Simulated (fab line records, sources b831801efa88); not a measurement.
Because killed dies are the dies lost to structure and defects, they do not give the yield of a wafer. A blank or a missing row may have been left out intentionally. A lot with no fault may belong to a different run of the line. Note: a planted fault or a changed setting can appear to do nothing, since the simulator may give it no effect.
Struck lot and sound lot, side by side ; flow sky130 ; 13 steps out of a route of 708
Sound: these wafers, L967.2, L967.5, L967.6. The struck wafers were L966.1, L966.2, L966.4. The cause comes at the end.
For every step that has rows: the tool of each side, followed by ch and its chambers, followed by its first start. Under that, the readings that differ: sound wafers ; struck wafers ; difference of the means ; sigmas: that difference in standard deviations of wafers without a fault.
alike: words and numbers the same on both sides, and readings whose means are apart by under 2 such deviations; not compared: readings that were withheld, readings missing a value for some wafer, numbers with overlapping values and no deviation given by the record, and bounds like >300 which may hide the same value.
A row with sigmas, a row that says differs or no value, or rows on one side alone: a step with any of these is where the two part. When numbers do not overlap yet have no deviation, they are printed without sigmas and do not part them. A reading that every wafer of one side lacks parts them only if that side has two wafers or more.

SKY_NWELL_TW_MEAS_26:
  struck on filmMetro-03, day 7 08:16; sound on filmMetro-02, day 7 07:49
  alike: NWELL_2_TW
then, 1 step without rows for these wafers: SKY_NWELL_CLEAN_27 (cleans in SC1/SC2, time 150 s).
SKY_NWELL_RTA_28: time 30 s.
  sound on rtpAnneal-01 ch 0, day 7 07:56; struck on rtpAnneal-02 ch 0, day 7 08:23
  alike: lampPowerPct, rampDownCPerS, wafer_temp_C_max
SKY_NWELL_RS_MEAS_29: the measuring method here is four-point-probe.
  struck on filmMetro-02, day 7 08:29; sound on filmMetro-01, day 7 08:02
  alike: NWELL_RS
SKY_NWELL_RS_MEAS_31: the measuring method here is four-point-probe.
  struck on filmMetro-02, day 7 08:43; sound on filmMetro-01, day 7 08:17
  alike: PWDE_RS
then, 6 steps without rows for these wafers: SKY_VT_ADJUST_HVTP_DEHYDRATE_00 (time 60 s); SKY_VT_ADJUST_HVTP_HMDS_01 (prime time 60 s); SKY_VT_ADJUST_HVTP_COAT_02 (resist thk 1140 nm); SKY_VT_ADJUST_HVTP_SOFTBAKE_03 (time 60 s); SKY_VT_ADJUST_HVTP_EXPOSE_04 (exposes mask HVTPM, target cd 380 nm); SKY_VT_ADJUST_HVTP_PEB_05.
SKY_VT_ADJUST_HVTP_DEVELOP_06: develop time 60 s.
  sound on lithoTrack-02 ch 0, day 8 04:17; struck on lithoTrack-04, day 8 04:34
  no value came back on the struck wafers for chillPlateTempC (C), developTimeS (s); on the sound wafers chillPlateTempC (C) reads 23.01 22.81 22.90
SKY_VT_ADJUST_HVTP_CD_MEAS_07: target cd 380 nm.
  struck on cdSem-02, day 8 04:43; sound on cdSem-01, day 8 04:26
reading;sound;struck;difference;sigmas
cdNm (nm);383.2 381.8 380.6;- - -;no value on the struck wafers;

== WHERE THEY PART ==
At SKY_VT_ADJUST_HVTP_DEVELOP_06 first; at SKY_VT_ADJUST_HVTP_CD_MEAS_07 last (within this record only).

WHY: whatever the simulator had introduced
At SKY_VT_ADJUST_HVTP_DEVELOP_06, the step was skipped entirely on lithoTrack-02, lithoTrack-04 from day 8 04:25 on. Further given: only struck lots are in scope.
